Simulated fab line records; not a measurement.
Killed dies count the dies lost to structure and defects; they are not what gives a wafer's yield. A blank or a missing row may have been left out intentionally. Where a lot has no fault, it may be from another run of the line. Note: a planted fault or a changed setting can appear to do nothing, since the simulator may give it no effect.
Chamber matching / flow gf180mcu / GF_STI_CMP_25 on cmp-01: 4 sister chambers
The step polishes, stops on Si3N4, t overpolish 33 s, target thk 524.6 nm. 18 wafers are shown with their chamber, then 9 later ones without.

== WAFERS PAIRED WITH THEIR CHAMBERS ==
wafer=L706.3; chamber=0; motor-current-A (A)=12.1; time-to-endpoint-s (s)=121; head-pressure-psi (psi)=3.993
wafer=L706.4; chamber=1; motor-current-A (A)=13.3; time-to-endpoint-s (s)=115; head-pressure-psi (psi)=4.009
wafer=L706.6; chamber=2; motor-current-A (A)=10.4; time-to-endpoint-s (s)=115; head-pressure-psi (psi)=4.003
wafer=L709.2; chamber=3; motor-current-A (A)=11.8; time-to-endpoint-s (s)=121; head-pressure-psi (psi)=4.007
wafer=L709.4; chamber=0; motor-current-A (A)=12.3; time-to-endpoint-s (s)=118; head-pressure-psi (psi)=3.992
wafer=L709.6; chamber=2; motor-current-A (A)=11.1; time-to-endpoint-s (s)=117; head-pressure-psi (psi)=3.978
wafer=L712.2; chamber=0; motor-current-A (A)=12.1; time-to-endpoint-s (s)=122; head-pressure-psi (psi)=4.004
wafer=L712.5; chamber=3; motor-current-A (A)=11.8; time-to-endpoint-s (s)=124; head-pressure-psi (psi)=4.025
wafer=L712.6; chamber=0; motor-current-A (A)=11.6; time-to-endpoint-s (s)=124; head-pressure-psi (psi)=4.016
wafer=L713.1; chamber=2; motor-current-A (A)=10.9; time-to-endpoint-s (s)=116; head-pressure-psi (psi)=3.987
wafer=L713.5; chamber=2; motor-current-A (A)=10.6; time-to-endpoint-s (s)=120; head-pressure-psi (psi)=3.990
wafer=L713.6; chamber=1; motor-current-A (A)=13.6; time-to-endpoint-s (s)=117; head-pressure-psi (psi)=4.005
wafer=L719.1; chamber=2; motor-current-A (A)=10.3; time-to-endpoint-s (s)=122; head-pressure-psi (psi)=3.995
wafer=L719.3; chamber=0; motor-current-A (A)=11.4; time-to-endpoint-s (s)=124; head-pressure-psi (psi)=3.976
wafer=L719.6; chamber=1; motor-current-A (A)=14.6; time-to-endpoint-s (s)=122; head-pressure-psi (psi)=4.016
wafer=L721.1; chamber=3; motor-current-A (A)=11.0; time-to-endpoint-s (s)=122; head-pressure-psi (psi)=3.995
wafer=L721.4; chamber=2; motor-current-A (A)=10.5; time-to-endpoint-s (s)=117; head-pressure-psi (psi)=3.995
wafer=L721.6; chamber=0; motor-current-A (A)=12.0; time-to-endpoint-s (s)=120; head-pressure-psi (psi)=4.000

SIGNATURES (averages over the wafers above)
reading=motor-current-A; chamber 0=11.917; chamber 1=13.833; chamber 2=10.633; chamber 3=11.533; scatter within a chamber=0.415
reading=time-to-endpoint-s; chamber 0=121.50; chamber 1=118.00; chamber 2=117.83; chamber 3=122.33; scatter within a chamber=2.58
reading=head-pressure-psi; chamber 0=3.99683; chamber 1=4.01000; chamber 2=3.99133; chamber 3=4.00900; scatter within a chamber=0.0113
Rule: a wafer lies at a distance from a chamber equal to the root of the sum of squares, over the readings, of (its reading less the chamber's mean, divided by the reading's scatter). If the next closest chamber is less than 2 further off than the closest, the wafer can't be placed; otherwise it belongs to the closest. How the scatter is found: for the shown wafers, subtract from each reading the mean of its chamber, square and add these, divide the total by (wafers less chambers), then take the root.

== WAFERS WITH NO CHAMBER GIVEN ==
wafer=L723.4; motor-current-A (A)=11.6; time-to-endpoint-s (s)=123; head-pressure-psi (psi)=3.995
wafer=L723.5; motor-current-A (A)=11.5; time-to-endpoint-s (s)=126; head-pressure-psi (psi)=4.001
wafer=L723.6; motor-current-A (A)=12.2; time-to-endpoint-s (s)=124; head-pressure-psi (psi)=4.000
wafer=L725.1; motor-current-A (A)=12.0; time-to-endpoint-s (s)=122; head-pressure-psi (psi)=3.986
wafer=L725.2; motor-current-A (A)=11.4; time-to-endpoint-s (s)=123; head-pressure-psi (psi)=3.993
wafer=L725.4; motor-current-A (A)=10.4; time-to-endpoint-s (s)=121; head-pressure-psi (psi)=3.982
wafer=L726.1; motor-current-A (A)=11.7; time-to-endpoint-s (s)=121; head-pressure-psi (psi)=4.012
wafer=L726.3; motor-current-A (A)=11.4; time-to-endpoint-s (s)=127; head-pressure-psi (psi)=4.012
wafer=L726.5; motor-current-A (A)=12.3; time-to-endpoint-s (s)=122; head-pressure-psi (psi)=4.001

== CHAMBER TAKEN BY EACH ==
wafer=L723.4; from the rows above=can't be placed: 0 or 3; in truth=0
wafer=L723.5; from the rows above=can't be placed: 3 or 0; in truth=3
wafer=L723.6; from the rows above=can't be placed: 0 or 3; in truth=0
wafer=L725.1; from the rows above=can't be placed: 0 or 3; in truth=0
wafer=L725.2; from the rows above=can't be placed: 0 or 3 or 2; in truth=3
wafer=L725.4; from the rows above=2; in truth=2
wafer=L726.1; from the rows above=can't be placed: 3 or 0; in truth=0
wafer=L726.3; from the rows above=can't be placed: 3 or 0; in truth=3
wafer=L726.5; from the rows above=can't be placed: 0 or 3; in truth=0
Correctly placed: 1 of 9. Not placeable from these rows: 8 (in 8, the candidates include the true chamber). Wrongly placed: 0.
